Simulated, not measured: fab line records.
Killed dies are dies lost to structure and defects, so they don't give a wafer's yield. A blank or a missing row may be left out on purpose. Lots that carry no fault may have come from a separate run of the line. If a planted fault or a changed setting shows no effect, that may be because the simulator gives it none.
Which tool did it? + flow gf180mcu + 72 wafers from 24 lots sampled at 4 of the route's 602 steps

## WHAT THE GAUGES SHOWED, per wafer
GF_V3_THK_MEAS_25: measures by xrf. Usual: for V3_W_THK the level is 363 nm and the standard deviation is 4.8.
| lot  | measured     | on            | V3_W_THK (nm) | flag |
|------|--------------|---------------|---------------|------|
| L074 | day 22 02:57 | film_metro-02 | 361 369 360   |      |
| L075 | day 22 18:37 | film_metro-02 | 366 362 364   |      |
| L076 | day 23 04:06 | film_metro-01 | 357 356 358   |      |
| L077 | day 23 08:32 | film_metro-04 | 361 358 362   |      |
| L078 | day 24 00:18 | film_metro-01 | 370 363 362   |      |
| L079 | day 24 06:31 | film_metro-01 | 369 355 359   |      |
| L080 | day 24 10:53 | film_metro-02 | 367 364 367   |      |
| L081 | day 25 06:44 | film_metro-01 | 370 360 372   |      |
| L082 | day 25 07:25 | film_metro-04 | 365 364 363   |      |
| L083 | day 25 11:41 | film_metro-02 | 361 363 358   |      |
| L084 | day 26 02:23 | film_metro-04 | 363 366 363   |      |
| L085 | day 26 09:13 | film_metro-02 | 370 366 367   |      |
| L086 | day 26 16:20 | film_metro-04 | 369 373 365   |      |
| L087 | day 26 22:53 | film_metro-01 | 362 368 368   |      |
| L088 | day 27 08:38 | film_metro-04 | 365 363 362   |      |
| L089 | day 27 15:37 | film_metro-04 | 369 360 366   |      |
| L090 | day 27 19:29 | film_metro-04 | 361 361 365   |      |
| L091 | day 28 04:21 | film_metro-04 | 358 369 360   |      |
| L092 | day 28 09:17 | film_metro-01 | 365 362 371   |      |
| L093 | day 28 15:37 | film_metro-01 | 350 360 355   |      |
| L094 | day 28 20:56 | film_metro-04 | 365 361 360   |      |
| L095 | day 29 05:32 | film_metro-01 | 357 357 355   |      |
| L096 | day 29 14:01 | film_metro-04 | 363 368 360   |      |
| L097 | day 29 19:27 | film_metro-01 | 352 354 356   |      |

GF_V5_THK_MEAS_03. Usual: for V5_CVD_02_THK the level is 1443 nm and the standard deviation is 19.
| lot  | measured     | on            | V5_CVD_02_THK (nm) | flag |
|------|--------------|---------------|--------------------|------|
| L074 | day 26 03:58 | film_metro-04 | 1481 1462 1445     |      |
| L075 | day 26 15:52 | film_metro-04 | 1436 1449 1453     |      |
| L076 | day 27 00:29 | film_metro-01 | 1426 1409 1443     |      |
| L077 | day 27 04:54 | film_metro-04 | 1442 1428 1444     |      |
| L078 | day 27 16:53 | film_metro-02 | 1414 1450 1443     |      |
| L079 | day 27 23:50 | film_metro-04 | 1443 1458 1448     |      |
| L080 | day 28 02:41 | film_metro-02 | 1435 1449 1451     |      |
| L081 | day 28 21:06 | film_metro-02 | 1408 1445 1427     |      |
| L082 | day 28 21:45 | film_metro-01 | 1420 1457 1471     |      |
| L083 | day 29 01:59 | film_metro-01 | 1443 1424 1456     |      |
| L084 | day 29 14:41 | film_metro-04 | 1445 1444 1460     |      |
| L085 | day 29 21:58 | film_metro-01 | 1392 1449 1451     |      |
| L086 | day 30 02:58 | film_metro-04 | 1446 1469 1438     |      |
| L087 | day 30 08:58 | film_metro-01 | 1458 1448 1474     |      |
| L088 | day 30 19:11 | film_metro-04 | 1414 1447 1446     |      |
| L089 | day 31 00:11 | film_metro-04 | 1413 1431 1448     |      |
| L090 | day 31 03:50 | film_metro-02 | 1414 1461 1439     |      |
| L091 | day 31 12:41 | film_metro-01 | 1443 1449 1459     |      |
| L092 | day 31 17:17 | film_metro-04 | 1456 1454 1436     |      |
| L093 | day 31 20:51 | film_metro-02 | 1441 1439 1445     |      |
| L094 | day 32 02:34 | film_metro-02 | 1436 1431 1462     |      |
| L095 | day 32 10:37 | film_metro-01 | 1465 1443 1451     |      |
| L096 | day 32 16:48 | film_metro-01 | 1451 1459 1469     |      |
| L097 | day 32 21:25 | film_metro-04 | 1417 1446 1452     |      |

## WHICH TOOL RAN EACH LOT (tool, then ch and the chambers of the sampled wafers, then the start)
| lot  | GF_V3_SPUTTER_21             | GF_V4_STRIP_18                       |
|------|------------------------------|--------------------------------------|
| L074 | pvd_sputter-03, day 22 02:35 | plasma_asher-03 ch 0,1, day 24 04:57 |
| L075 | pvd_sputter-02, day 22 18:15 | plasma_asher-03 ch 0,1, day 24 18:34 |
| L076 | pvd_sputter-03, day 23 03:46 | plasma_asher-02 ch 0,1, day 25 04:20 |
| L077 | pvd_sputter-02, day 23 08:11 | plasma_asher-01 ch 0,1, day 25 08:25 |
| L078 | pvd_sputter-01, day 23 23:58 | plasma_asher-03 ch 0,1, day 25 20:46 |
| L079 | pvd_sputter-01, day 24 06:10 | plasma_asher-02 ch 0,1, day 26 03:40 |
| L080 | pvd_sputter-03, day 24 10:33 | plasma_asher-01 ch 0, day 26 07:49   |
| L081 | pvd_sputter-01, day 25 06:23 | plasma_asher-02 ch 0,1, day 27 02:13 |
| L082 | pvd_sputter-03, day 25 07:04 | plasma_asher-03 ch 0,1, day 27 03:08 |
| L083 | pvd_sputter-02, day 25 11:21 | plasma_asher-01 ch 0,1, day 27 06:44 |
| L084 | pvd_sputter-03, day 26 02:02 | plasma_asher-02 ch 0,1, day 27 21:28 |
| L085 | pvd_sputter-02, day 26 08:52 | plasma_asher-03 ch 0,1, day 28 04:10 |
| L086 | pvd_sputter-03, day 26 16:00 | plasma_asher-03 ch 0,1, day 28 10:20 |
| L087 | pvd_sputter-02, day 26 22:33 | plasma_asher-02 ch 0,1, day 28 17:13 |
| L088 | pvd_sputter-01, day 27 08:17 | plasma_asher-03 ch 1, day 29 02:40   |
| L089 | pvd_sputter-01, day 27 15:17 | plasma_asher-03 ch 0,1, day 29 08:38 |
| L090 | pvd_sputter-01, day 27 19:09 | plasma_asher-02 ch 0,1, day 29 12:41 |
| L091 | pvd_sputter-03, day 28 04:01 | plasma_asher-01 ch 0,1, day 29 21:40 |
| L092 | pvd_sputter-02, day 28 08:55 | plasma_asher-01 ch 0,1, day 30 01:52 |
| L093 | pvd_sputter-01, day 28 15:16 | plasma_asher-03 ch 0,1, day 30 06:48 |
| L094 | pvd_sputter-02, day 28 20:36 | plasma_asher-02 ch 0,1, day 30 13:01 |
| L095 | pvd_sputter-03, day 29 05:12 | plasma_asher-02 ch 0,1, day 30 21:04 |
| L096 | pvd_sputter-01, day 29 13:41 | plasma_asher-03 ch 0,1, day 31 04:19 |
| L097 | pvd_sputter-03, day 29 19:07 | plasma_asher-01 ch 0,1, day 31 10:19 |
- GF_V3_SPUTTER_21: material Ti, target thk 15 nm, time 80.02 s.
- GF_V4_STRIP_18: strips in O2/N2.

## AS READ BY THE TOOLS THEMSELVES (means over the sampled wafers that have a number; for cases with no such wafer, the mark the record gives instead)
GF_V3_SPUTTER_21. Usual: throttle_valve_pct reads 29.8 % (standard deviation 1).
| lot  | tool           | throttle_valve_pct (%) | flag |
|------|----------------|------------------------|------|
| L074 | pvd_sputter-03 | 30.7                   |      |
| L075 | pvd_sputter-02 | 30.8                   |      |
| L076 | pvd_sputter-03 | 30.0                   |      |
| L077 | pvd_sputter-02 | 29.6                   |      |
| L078 | pvd_sputter-01 | 29.5                   |      |
| L079 | pvd_sputter-01 | 29.4                   |      |
| L080 | pvd_sputter-03 | 30.5                   |      |
| L081 | pvd_sputter-01 | 29.4                   |      |
| L082 | pvd_sputter-03 | 30.2                   |      |
| L083 | pvd_sputter-02 | 29.7                   |      |
| L084 | pvd_sputter-03 | 29.7                   |      |
| L085 | pvd_sputter-02 | 30.1                   |      |
| L086 | pvd_sputter-03 | 30.5                   |      |
| L087 | pvd_sputter-02 | 30.1                   |      |
| L088 | pvd_sputter-01 | 28.9                   |      |
| L089 | pvd_sputter-01 | 28.8                   |      |
| L090 | pvd_sputter-01 | 29.5                   |      |
| L091 | pvd_sputter-03 | 29.5                   |      |
| L092 | pvd_sputter-02 | 30.7                   |      |
| L093 | pvd_sputter-01 | 29.0                   |      |
| L094 | pvd_sputter-02 | 30.3                   |      |
| L095 | pvd_sputter-03 | 30.0                   |      |
| L096 | pvd_sputter-01 | 29.1                   |      |
| L097 | pvd_sputter-03 | 30.5                   |      |

GF_V4_STRIP_18. Usual: chamber_pressure_mTorr 1499.9 mTorr, standard deviation 1.3; drypump_motor_current_A 5.76 A, standard deviation 0.29; heater_power_w 339 W, standard deviation 25; oes_product_au 0.593 a.u., standard deviation 0.0045.
| lot  | tool            | chamber_pressure_mTorr (mTorr) | drypump_motor_current_A (A) | heater_power_w (W) | oes_product_au (a.u.) | flag |
|------|-----------------|--------------------------------|-----------------------------|--------------------|-----------------------|------|
| L074 | plasma_asher-03 | 1499.9                         | 5.57                        | 328                | 0.590                 |      |
| L075 | plasma_asher-03 | 1499.7                         | 5.72                        | 325                | 0.592                 |      |
| L076 | plasma_asher-02 | 1500.0                         | 6.08                        | 353                | 0.590                 |      |
| L077 | plasma_asher-01 | 1499.9                         | 5.63                        | 362                | 0.594                 |      |
| L078 | plasma_asher-03 | 1500.6                         | 5.59                        | 322                | 0.591                 |      |
| L079 | plasma_asher-02 | 1498.9                         | 6.12                        | 354                | 0.592                 |      |
| L080 | plasma_asher-01 | 1499.6                         | 5.82                        | 377                | 0.595                 |      |
| L081 | plasma_asher-02 | 1500.6                         | 6.11                        | 353                | 0.593                 |      |
| L082 | plasma_asher-03 | 1499.9                         | 5.72                        | 325                | 0.593                 |      |
| L083 | plasma_asher-01 | 1500.4                         | 5.63                        | 363                | 0.596                 |      |
| L084 | plasma_asher-02 | 1500.0                         | 6.03                        | 332                | 0.593                 |      |
| L085 | plasma_asher-03 | 1500.1                         | 5.58                        | 329                | 0.595                 |      |
| L086 | plasma_asher-03 | 1500.3                         | 5.56                        | 325                | 0.597                 |      |
| L087 | plasma_asher-02 | 1500.0                         | 6.03                        | 330                | 0.593                 |      |
| L088 | plasma_asher-03 | 1498.8                         | 5.83                        | 327                | 0.592                 |      |
| L089 | plasma_asher-03 | 1500.3                         | 5.72                        | 328                | 0.591                 |      |
| L090 | plasma_asher-02 | 1500.1                         | 6.10                        | 351                | 0.594                 |      |
| L091 | plasma_asher-01 | 1499.9                         | 5.62                        | 360                | 0.598                 |      |
| L092 | plasma_asher-01 | 1500.4                         | 5.62                        | 358                | 0.597                 |      |
| L093 | plasma_asher-03 | 1500.7                         | 5.60                        | 321                | 0.598                 |      |
| L094 | plasma_asher-02 | 1500.0                         | 6.12                        | 351                | 0.593                 |      |
| L095 | plasma_asher-02 | 1499.7                         | 6.04                        | 335                | 0.597                 |      |
| L096 | plasma_asher-03 | 1499.4                         | 5.71                        | 324                | 0.595                 |      |
| L097 | plasma_asher-01 | 1500.6                         | 5.64                        | 358                | 0.594                 |      |

## THE ANSWER, worked out from the rows above alone
Rule: a lot counts as off when the mean over its wafers that have a number is more than 3 standard deviations away from the usual mean. A lot without any number at a reading at which 4 lots or more have one is off too. The other lots that the step has rows for count as sound. After the gauges, taken in route order, come the tools' own readings; for these a lot's mean is taken, as printed above. The first step at which some lot is off is used, and at that step the reading that is off furthest; a lot without a number counts as furthest.
None of the lots is off at any reading shown; this tells nothing.

## WHAT THE SIMULATOR HAD PUT IN
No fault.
